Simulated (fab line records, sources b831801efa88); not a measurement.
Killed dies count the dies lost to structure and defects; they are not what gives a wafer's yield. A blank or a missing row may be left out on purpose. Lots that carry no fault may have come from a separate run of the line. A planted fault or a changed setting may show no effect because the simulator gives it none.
2 desks looking at one fault    flow gf180mcu    each desk holds nothing but its own numbers, with what lay behind them at the end

== AT THE TOOL OWNER'S DESK: pecvd-03 ==
The tool's own readings at GF_SAB_CVD_00 (deposits SiO2 from TEOS, target thk 50 nm, time 4.9302 s): means of the sampled wafers that have a number, for each lot that ran on this tool. If a lot's mean is further than 4 standard deviations from the usual mean, the lot is out of limits and carries the mark OUT (the distance appears in the brackets).
Columns: A = heaterPowerW at GF_SAB_CVD_00, usual 698 W
lot   first seen here  A
L373  day 17 15:53     785
L374  day 18 00:32     672
L375  day 18 06:00     695
Result from this desk: across the 3 lots, nothing is out of limits.

== METROLOGY DESK ==
Lot by lot, what the gauges showed, no matter which tool ran the lot: averages of those sampled wafers that carry a number. If a lot's mean is further than 4 standard deviations from the usual mean, the lot is out of limits and carries the mark OUT (the distance appears in the brackets). Shown here are 7 of its 8 readings, the ones lying furthest out on some lot.
Columns: A = cdNm at GF_PSD_CD_MEAS_07, usual 400.3 nm; B = PSD_OVL at GF_PSD_OVL_MEAS_08, usual -0.6 nm; C = NSD_RS at GF_PSD_RS_MEAS_14, usual 46.19 ohm/sq; D = PSD_RS at GF_PSD_RS_MEAS_15, usual 108.76 ohm/sq; E = SAB_CVD_00_THK at GF_SAB_THK_MEAS_01, usual 49.8 nm; F = cdNm at GF_SAB_CD_MEAS_09, usual 419.7 nm; G = SAB_OVL at GF_SAB_OVL_MEAS_10, usual 0.6 nm
lot   first seen here  A      B     C      D       E     F      G
L371  day 17 03:59     403.8  1.5   46.18  108.79  49.5  421.7  0.9
L373  day 17 15:00     401.0  1.0   46.19  108.65  49.7  424.7  0.7
L374  day 17 23:39     397.4  -3.3  46.19  108.58  51.1  419.6  1.9
L375  day 18 05:09     402.8  0.1   46.34  108.94  50.2  420.2  2.3
L376  day 18 21:40     394.9  0.3   46.12  108.30  49.8  418.8  -1.6
L384  day 21 05:40     399.8  -1.9  46.19  108.94  49.8  416.5  -1.2
Result from this desk: across the 6 lots, nothing is out of limits.

== PUT TOGETHER ==
The tool owner's desk saw nothing out of limits.
The metrology desk saw nothing out of limits.

== WHAT WAS PUT IN BY THE SIMULATOR ==
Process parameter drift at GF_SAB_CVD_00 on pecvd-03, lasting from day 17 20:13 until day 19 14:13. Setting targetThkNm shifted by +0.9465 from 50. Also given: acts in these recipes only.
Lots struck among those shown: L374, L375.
